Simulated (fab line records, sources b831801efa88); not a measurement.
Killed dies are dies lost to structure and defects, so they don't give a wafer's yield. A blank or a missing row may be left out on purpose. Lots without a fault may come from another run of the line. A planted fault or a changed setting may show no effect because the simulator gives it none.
Tool commonality check | flow gf180mcu | 13 lots, 39 wafers sampled

WHY IT WAS OPENED
At GF_VT_IMPLANT_TW_MEAS_43 the reading VT_IMPLANT_4_TW is flagged on 1 of 13 lots. Wafers without a fault read 692, standard deviation 6.1.
Rule: a lot is flagged when every wafer of it that has a number lies more than 4 standard deviations from that mean, or none has a number. The other lots count as sound.

lot  | measured     | on            | VT_IMPLANT_4_TW, wafer by wafer | flag
L360 | day 8 06:06  | film_metro-04 | 699 696 702                     |
L362 | day 8 17:39  | film_metro-03 | 693 692 685                     |
L361 | day 8 19:08  | film_metro-02 | 683 685 684                     |
L363 | day 9 00:53  | film_metro-02 | 684 689 685                     |
L364 | day 9 03:44  | film_metro-04 | 701 699 700                     |
L365 | day 9 17:41  | film_metro-03 | 686 682 681                     |
L373 | day 11 16:49 | film_metro-03 | 30 30 30                        | FLAGGED
L376 | day 12 10:35 | film_metro-03 | 691 685 689                     |
L377 | day 12 22:09 | film_metro-04 | 700 698 697                     |
L379 | day 13 11:29 | film_metro-02 | 690 694 688                     |
L380 | day 13 19:43 | film_metro-02 | 691 693 689                     |
L381 | day 14 00:53 | film_metro-04 | 694 693 691                     |
L382 | day 14 10:15 | film_metro-02 | 684 685 687                     |
The numbers of the flagged lots are 30 on average: -662 against the usual, or -99 or more standard deviations.

WHICH TOOL RAN EACH LOT
The record holds 1 process step before the reading, out of a route of 602 steps. In each cell: the tool, then ch and the chambers that the sampled wafers went through, then the start.
lot  | flag    | GF_VT_IMPLANT_EXPOSE_37
L360 |         | iline_stepper-02 ch 0, day 7 21:07
L362 |         | iline_stepper-01 ch 0, day 8 08:50
L361 |         | iline_stepper-02 ch 0, day 8 10:29
L363 |         | iline_stepper-02 ch 0, day 8 15:41
L364 |         | iline_stepper-01 ch 0, day 8 19:26
L365 |         | iline_stepper-02 ch 0, day 9 08:47
L373 | FLAGGED | iline_stepper-02 ch 0, day 11 07:19
L376 |         | iline_stepper-01 ch 0, day 12 00:26
L377 |         | iline_stepper-01 ch 0, day 12 12:08
L379 |         | iline_stepper-01 ch 0, day 13 00:50
L380 |         | iline_stepper-02 ch 0, day 13 08:34
L381 |         | iline_stepper-01 ch 0, day 13 14:37
L382 |         | iline_stepper-01 ch 0, day 13 23:17
What these steps do:
- GF_VT_IMPLANT_EXPOSE_37: exposes mask Nwell HV AREA, target cd 860 nm.
- GF_VT_IMPLANT_TW_MEAS_43

FLAGGED OVER TOTAL, TOOL BY TOOL (the gauges that took the reading come last)
step                     | tool             | lots run | flagged | share of the flagged lots | sound lots run after its first flagged lot
GF_VT_IMPLANT_EXPOSE_37  | iline_stepper-01 | 7        | 0       | none                      | -
GF_VT_IMPLANT_EXPOSE_37  | iline_stepper-02 | 6        | 1       | all                       | 1 (L380)
GF_VT_IMPLANT_TW_MEAS_43 | film_metro-02    | 5        | 0       | none                      | -
GF_VT_IMPLANT_TW_MEAS_43 | film_metro-03    | 4        | 1       | all                       | 1 (L376)
GF_VT_IMPLANT_TW_MEAS_43 | film_metro-04    | 4        | 0       | none                      | -

WHAT THE TABLE ALLOWS
2 rows of the table ran every flagged lot: iline_stepper-02 at GF_VT_IMPLANT_EXPOSE_37, film_metro-03 at GF_VT_IMPLANT_TW_MEAS_43.
- iline_stepper-02 at GF_VT_IMPLANT_EXPOSE_37: 1 of its 6 lots flagged. Sound lots ran on it after the first flagged one (L380), which a lasting fault on the whole tool wouldn't allow.
- film_metro-03 at GF_VT_IMPLANT_TW_MEAS_43: 1 of its 4 lots flagged. Sound lots ran on it after the first flagged one (L376), which a lasting fault on the whole tool wouldn't allow.
No row of the table ran every flagged lot and no sound lot after the first.

WHAT THE SIMULATOR HAD PUT IN
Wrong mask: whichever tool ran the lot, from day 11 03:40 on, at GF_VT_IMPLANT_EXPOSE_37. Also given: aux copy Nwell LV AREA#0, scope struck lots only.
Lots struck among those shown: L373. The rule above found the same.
